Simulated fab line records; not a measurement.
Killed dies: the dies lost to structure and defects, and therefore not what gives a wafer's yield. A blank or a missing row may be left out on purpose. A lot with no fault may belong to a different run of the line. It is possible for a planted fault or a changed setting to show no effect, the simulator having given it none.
What tool caused it? || flow sky130 || 12 lots with 36 wafers sampled at 4 steps, on a route of 708 steps

== WHAT THE GAUGES SHOWED, per wafer ==
SKY_LI_CONTACT_OVL_MEAS_13.
{"lot": "L456", "measured": "day 29 18:29", "on": "overlay-01", "LI_CONTACT_OVL (nm)": "-2 6 0"}
{"lot": "L457", "measured": "day 29 23:02", "on": "overlay-01", "LI_CONTACT_OVL (nm)": "17 12 9"}
{"lot": "L461", "measured": "day 31 08:59", "on": "overlay-02", "LI_CONTACT_OVL (nm)": "-4 8 1"}
{"lot": "L462", "measured": "day 32 02:49", "on": "overlay-01", "LI_CONTACT_OVL (nm)": "-4 0 0"}
{"lot": "L463", "measured": "day 32 17:07", "on": "overlay-01", "LI_CONTACT_OVL (nm)": "10 1 8"}
{"lot": "L466", "measured": "day 33 02:47", "on": "overlay-01", "LI_CONTACT_OVL (nm)": "7 10 2"}
{"lot": "L467", "measured": "day 33 10:46", "on": "overlay-02", "LI_CONTACT_OVL (nm)": "10 5 9"}
{"lot": "L469", "measured": "day 34 05:10", "on": "overlay-01", "LI_CONTACT_OVL (nm)": "7 -1 7"}
{"lot": "L471", "measured": "day 35 03:29", "on": "overlay-02", "LI_CONTACT_OVL (nm)": "0 8 2"}
{"lot": "L474", "measured": "day 35 16:47", "on": "overlay-02", "LI_CONTACT_OVL (nm)": "4 2 0"}
{"lot": "L475", "measured": "day 35 20:38", "on": "overlay-02", "LI_CONTACT_OVL (nm)": "2 -1 -1"}
{"lot": "L476", "measured": "day 36 03:08", "on": "overlay-01", "LI_CONTACT_OVL (nm)": "3 7 8"}

SKY_CONTACT_BOW_MEAS_05.
{"lot": "L456", "measured": "day 31 01:19", "on": "filmMetro-04", "CONTACT_BOW (um)": "93 84 83"}
{"lot": "L457", "measured": "day 31 06:10", "on": "filmMetro-03", "CONTACT_BOW (um)": "88 80 80"}
{"lot": "L461", "measured": "day 32 15:43", "on": "filmMetro-04", "CONTACT_BOW (um)": "81 85 80"}
{"lot": "L462", "measured": "day 33 10:08", "on": "filmMetro-01", "CONTACT_BOW (um)": "81 85 81"}
{"lot": "L463", "measured": "day 33 22:11", "on": "filmMetro-01", "CONTACT_BOW (um)": "78 81 82"}
{"lot": "L466", "measured": "day 34 08:13", "on": "filmMetro-01", "CONTACT_BOW (um)": "77 73 89"}
{"lot": "L467", "measured": "day 34 16:15", "on": "filmMetro-04", "CONTACT_BOW (um)": "80 82 79"}
{"lot": "L469", "measured": "day 35 11:41", "on": "filmMetro-04", "CONTACT_BOW (um)": "71 80 82"}
{"lot": "L471", "measured": "day 36 08:50", "on": "filmMetro-03", "CONTACT_BOW (um)": "74 83 79"}
{"lot": "L474", "measured": "day 36 21:13", "on": "filmMetro-03", "CONTACT_BOW (um)": "82 88 73"}
{"lot": "L475", "measured": "day 37 01:25", "on": "filmMetro-01", "CONTACT_BOW (um)": "91 87 86"}
{"lot": "L476", "measured": "day 37 08:08", "on": "filmMetro-04", "CONTACT_BOW (um)": "81 87 82"}

== EACH LOT AND THE TOOL THAT RAN IT (in order: tool; ch and the chambers of the sampled wafers; start) ==
{"lot": "L456", "SKY_FIELD_ISO_ETCH_14": "rieDiel-01 ch 0,2,3, day 2 12:48", "SKY_LDD_P_STRIP_10": "plasmaAsher-04 ch 0,1, day 19 18:35"}
{"lot": "L457", "SKY_FIELD_ISO_ETCH_14": "rieDiel-03 ch 2,3, day 2 17:18", "SKY_LDD_P_STRIP_10": "plasmaAsher-04 ch 0,1, day 19 19:21"}
{"lot": "L461", "SKY_FIELD_ISO_ETCH_14": "rieDiel-03 ch 0,1,2, day 3 11:57", "SKY_LDD_P_STRIP_10": "plasmaAsher-02 ch 0,1, day 21 09:36"}
{"lot": "L462", "SKY_FIELD_ISO_ETCH_14": "rieDiel-03 ch 0,2, day 3 17:03", "SKY_LDD_P_STRIP_10": "plasmaAsher-02 ch 0,1, day 22 01:04"}
{"lot": "L463", "SKY_FIELD_ISO_ETCH_14": "rieDiel-01 ch 1,3, day 4 01:05", "SKY_LDD_P_STRIP_10": "plasmaAsher-04 ch 0,1, day 22 18:58"}
{"lot": "L466", "SKY_FIELD_ISO_ETCH_14": "rieDiel-01 ch 1,2,3, day 4 14:46", "SKY_LDD_P_STRIP_10": "plasmaAsher-04 ch 0,1, day 23 06:09"}
{"lot": "L467", "SKY_FIELD_ISO_ETCH_14": "rieDiel-03 ch 0,3, day 4 18:51", "SKY_LDD_P_STRIP_10": "plasmaAsher-04 ch 1, day 23 15:12"}
{"lot": "L469", "SKY_FIELD_ISO_ETCH_14": "rieDiel-04 ch 1,3, day 5 04:10", "SKY_LDD_P_STRIP_10": "plasmaAsher-03 ch 0,1, day 24 10:42"}
{"lot": "L471", "SKY_FIELD_ISO_ETCH_14": "rieDiel-04 ch 1,2, day 5 19:50", "SKY_LDD_P_STRIP_10": "plasmaAsher-02 ch 1, day 25 13:58"}
{"lot": "L474", "SKY_FIELD_ISO_ETCH_14": "rieDiel-03 ch 1,2,3, day 6 09:14", "SKY_LDD_P_STRIP_10": "plasmaAsher-02 ch 0,1, day 26 04:18"}
{"lot": "L475", "SKY_FIELD_ISO_ETCH_14": "rieDiel-04 ch 0,1,2, day 6 12:43", "SKY_LDD_P_STRIP_10": "plasmaAsher-04 ch 0,1, day 26 07:15"}
{"lot": "L476", "SKY_FIELD_ISO_ETCH_14": "rieDiel-04 ch 0,1,3, day 6 19:07", "SKY_LDD_P_STRIP_10": "plasmaAsher-02 ch 0,1, day 26 16:46"}
- SKY_FIELD_ISO_ETCH_14: etches BARC in N2/H2, stops on SiO2, time 44.48 s, target depth 60 nm.
- SKY_LDD_P_STRIP_10: strips in O2/N2.

== WHAT THE TOOLS THEMSELVES READ (means of the sampled wafers that have a number; where no wafer has one, the mark that the record gives instead) ==
SKY_FIELD_ISO_ETCH_14.
{"lot": "L456", "tool": "rieDiel-01", "biasW (W)": 99.93, "drypumpMotorCurrentA (A)": 5.1, "h2FlowSccm (sccm)": 200.1, "oesProductAu (a.u.)": 0.867, "throttleValvePct (%)": 13.227}
{"lot": "L457", "tool": "rieDiel-03", "biasW (W)": 100.08, "drypumpMotorCurrentA (A)": 5.7, "h2FlowSccm (sccm)": 200.7, "oesProductAu (a.u.)": 0.870, "throttleValvePct (%)": 13.229}
{"lot": "L461", "tool": "rieDiel-03", "biasW (W)": 100.11, "drypumpMotorCurrentA (A)": 5.5, "h2FlowSccm (sccm)": 200.1, "oesProductAu (a.u.)": 0.865, "throttleValvePct (%)": 13.223}
{"lot": "L462", "tool": "rieDiel-03", "biasW (W)": 99.86, "drypumpMotorCurrentA (A)": 5.7, "h2FlowSccm (sccm)": 199.7, "oesProductAu (a.u.)": 0.870, "throttleValvePct (%)": 13.222}
{"lot": "L463", "tool": "rieDiel-01", "biasW (W)": 99.79, "drypumpMotorCurrentA (A)": 5.6, "h2FlowSccm (sccm)": 200.3, "oesProductAu (a.u.)": 0.867, "throttleValvePct (%)": 13.224}
{"lot": "L466", "tool": "rieDiel-01", "biasW (W)": 100.24, "drypumpMotorCurrentA (A)": 5.5, "h2FlowSccm (sccm)": 200.4, "oesProductAu (a.u.)": 0.874, "throttleValvePct (%)": 13.217}
{"lot": "L467", "tool": "rieDiel-03", "biasW (W)": 99.67, "drypumpMotorCurrentA (A)": 5.6, "h2FlowSccm (sccm)": 199.9, "oesProductAu (a.u.)": 0.870, "throttleValvePct (%)": 13.229}
{"lot": "L469", "tool": "rieDiel-04", "biasW (W)": 100.04, "drypumpMotorCurrentA (A)": 5.7, "h2FlowSccm (sccm)": 200.4, "oesProductAu (a.u.)": 0.873, "throttleValvePct (%)": 13.222}
{"lot": "L471", "tool": "rieDiel-04", "biasW (W)": 100.03, "drypumpMotorCurrentA (A)": 5.7, "h2FlowSccm (sccm)": 200.1, "oesProductAu (a.u.)": 0.873, "throttleValvePct (%)": 13.224}
{"lot": "L474", "tool": "rieDiel-03", "biasW (W)": 99.84, "drypumpMotorCurrentA (A)": 5.5, "h2FlowSccm (sccm)": 199.8, "oesProductAu (a.u.)": 0.871, "throttleValvePct (%)": 13.231}
{"lot": "L475", "tool": "rieDiel-04", "biasW (W)": 108.53, "drypumpMotorCurrentA (A)": 5.6, "h2FlowSccm (sccm)": 200.0, "oesProductAu (a.u.)": 0.873, "throttleValvePct (%)": 13.217}
{"lot": "L476", "tool": "rieDiel-04", "biasW (W)": 108.78, "drypumpMotorCurrentA (A)": 5.5, "h2FlowSccm (sccm)": 199.8, "oesProductAu (a.u.)": 0.873, "throttleValvePct (%)": 13.232}

SKY_LDD_P_STRIP_10.
{"lot": "L456", "tool": "plasmaAsher-04", "drypumpMotorCurrentA (A)": 5.4, "oesProductAu (a.u.)": 0.715, "stripTimeToEndpointS (s)": 14.21}
{"lot": "L457", "tool": "plasmaAsher-04", "drypumpMotorCurrentA (A)": 5.6, "oesProductAu (a.u.)": 0.721, "stripTimeToEndpointS (s)": 14.21}
{"lot": "L461", "tool": "plasmaAsher-02", "drypumpMotorCurrentA (A)": 5.9, "oesProductAu (a.u.)": 0.718, "stripTimeToEndpointS (s)": 14.16}
{"lot": "L462", "tool": "plasmaAsher-02", "drypumpMotorCurrentA (A)": 5.9, "oesProductAu (a.u.)": 0.711, "stripTimeToEndpointS (s)": 14.16}
{"lot": "L463", "tool": "plasmaAsher-04", "drypumpMotorCurrentA (A)": 5.4, "oesProductAu (a.u.)": 0.713, "stripTimeToEndpointS (s)": 14.23}
{"lot": "L466", "tool": "plasmaAsher-04", "drypumpMotorCurrentA (A)": 5.4, "oesProductAu (a.u.)": 0.716, "stripTimeToEndpointS (s)": 14.15}
{"lot": "L467", "tool": "plasmaAsher-04", "drypumpMotorCurrentA (A)": 5.7, "oesProductAu (a.u.)": 0.714, "stripTimeToEndpointS (s)": 14.16}
{"lot": "L469", "tool": "plasmaAsher-03", "drypumpMotorCurrentA (A)": 6.1, "oesProductAu (a.u.)": 0.715, "stripTimeToEndpointS (s)": 14.21}
{"lot": "L471", "tool": "plasmaAsher-02", "drypumpMotorCurrentA (A)": 6.2, "oesProductAu (a.u.)": 0.713, "stripTimeToEndpointS (s)": 14.19}
{"lot": "L474", "tool": "plasmaAsher-02", "drypumpMotorCurrentA (A)": 6.0, "oesProductAu (a.u.)": 0.716, "stripTimeToEndpointS (s)": 14.16}
{"lot": "L475", "tool": "plasmaAsher-04", "drypumpMotorCurrentA (A)": 5.6, "oesProductAu (a.u.)": 0.715, "stripTimeToEndpointS (s)": 14.13}
{"lot": "L476", "tool": "plasmaAsher-02", "drypumpMotorCurrentA (A)": 6.0, "oesProductAu (a.u.)": 0.717, "stripTimeToEndpointS (s)": 14.14}

== THE ANSWER, worked out from the rows above alone ==
Rule: the lots themselves supply what counts as usual. The widest of any qualifying gaps counts: lots, ordered by their means at a reading, are off when they make up no more than a third of the lots, leave a main group of 4 or more, and stand apart from it by 3 or more times the standard deviation of that group's means. If all means in a main group match to the digits the tables above print for the reading, that group is not used. A lot without any number at a reading at which 4 lots or more have one is off too. The other lots that the step has rows for count as sound. After the gauges, taken in route order, come the tools' own readings; for these a lot's mean is taken, as printed above. The first step at which some lot is off is used, and at that step the reading that is off furthest; a lot without a number counts as furthest.
Off, at SKY_FIELD_ISO_ETCH_14 on biasW: L475, L476. For the main group the mean is 99.96 W and the standard deviation 0.16.
A tool fits if, at that step or a process step before it, it ran every lot that is off, and no sound lot after the first of them. One fits: SKY_FIELD_ISO_ETCH_14 on rieDiel-04. Its last sound lot is L471 (day 5 19:50), its first lot that is off L475 (day 6 12:43): a fault that began between those two fits.
On the lots that are off, the tool's own readings at SKY_FIELD_ISO_ETCH_14 differ by more than 5 times the standard deviation of the sound lots' means, which bears it out; biasW reads 108.66 W there versus 99.96 W on the sound lots.

== WHAT THE SIMULATOR HAD INSERTED ==
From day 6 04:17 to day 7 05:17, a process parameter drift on rieDiel-04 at SKY_FIELD_ISO_ETCH_14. Setting biasW shifted by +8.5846 from 100. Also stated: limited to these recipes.
Shown lots that were struck: L475, L476. The rule above found the same.
